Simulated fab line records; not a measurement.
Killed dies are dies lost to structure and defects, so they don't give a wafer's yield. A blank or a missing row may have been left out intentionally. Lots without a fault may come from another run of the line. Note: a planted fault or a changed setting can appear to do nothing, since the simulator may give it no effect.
Chamber matching / flow sky130 / SKY_VIA3_ETCH_15 on rieDiel-04: 4 sister chambers
The step etches SiO2 in C4F8/O2/Ar, stops on TiN, target depth 507 nm, time 78 s. 4 wafers are shown with their chamber, then 9 later ones without.

== EACH WAFER AND ITS CHAMBER ==
wafer=L473.1; chamber=3; chamberPressureMTorr (mTorr)=39.97
wafer=L473.6; chamber=1; chamberPressureMTorr (mTorr)=40.00
wafer=L474.5; chamber=0; chamberPressureMTorr (mTorr)=39.98
wafer=L474.6; chamber=2; chamberPressureMTorr (mTorr)=40.00

== WAFERS WITHOUT THEIR CHAMBER ==
wafer=L475.2; chamberPressureMTorr (mTorr)=39.91
wafer=L475.4; chamberPressureMTorr (mTorr)=39.99
wafer=L475.5; chamberPressureMTorr (mTorr)=39.99
wafer=L476.3; chamberPressureMTorr (mTorr)=40.00
wafer=L476.4; chamberPressureMTorr (mTorr)=40.03
wafer=L476.6; chamberPressureMTorr (mTorr)=39.98
wafer=L484.2; chamberPressureMTorr (mTorr)=40.06
wafer=L484.5; chamberPressureMTorr (mTorr)=39.99
wafer=L484.6; chamberPressureMTorr (mTorr)=39.97

== WHICH CHAMBER EACH WENT THROUGH ==
wafer=L475.2; from the rows above=can't be placed: 3 or 0 or 1 or 2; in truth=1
wafer=L475.4; from the rows above=can't be placed: 1 or 2 or 0 or 3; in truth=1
wafer=L475.5; from the rows above=can't be placed: 1 or 2 or 0 or 3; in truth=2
wafer=L476.3; from the rows above=can't be placed: 1 or 2 or 0 or 3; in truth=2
wafer=L476.4; from the rows above=can't be placed: 1 or 2 or 0 or 3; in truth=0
wafer=L476.6; from the rows above=can't be placed: 0 or 3 or 1 or 2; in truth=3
wafer=L484.2; from the rows above=can't be placed: 1 or 2 or 0 or 3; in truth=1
wafer=L484.5; from the rows above=can't be placed: 1 or 2 or 0 or 3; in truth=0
wafer=L484.6; from the rows above=can't be placed: 3 or 0 or 1 or 2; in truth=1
0 of 9 placed correctly. Cannot be placed on the basis of these rows: 9; the candidates contain the true chamber in 9. 0 placed wrongly.
How it was worked out, from the rows above alone: a wafer's distance from a chamber is the root of the sum, over the readings, of the square of ((its reading less the chamber's mean) divided by the reading's scatter). If the next closest chamber is less than 2 further off than the closest, the wafer can't be placed; otherwise it belongs to the closest. The mean given for a chamber averages the wafers shown for that chamber. The scatter (one wafer shown for each chamber): square how far every hidden wafer sits from the nearest shown wafer, average those squares and take the square root.
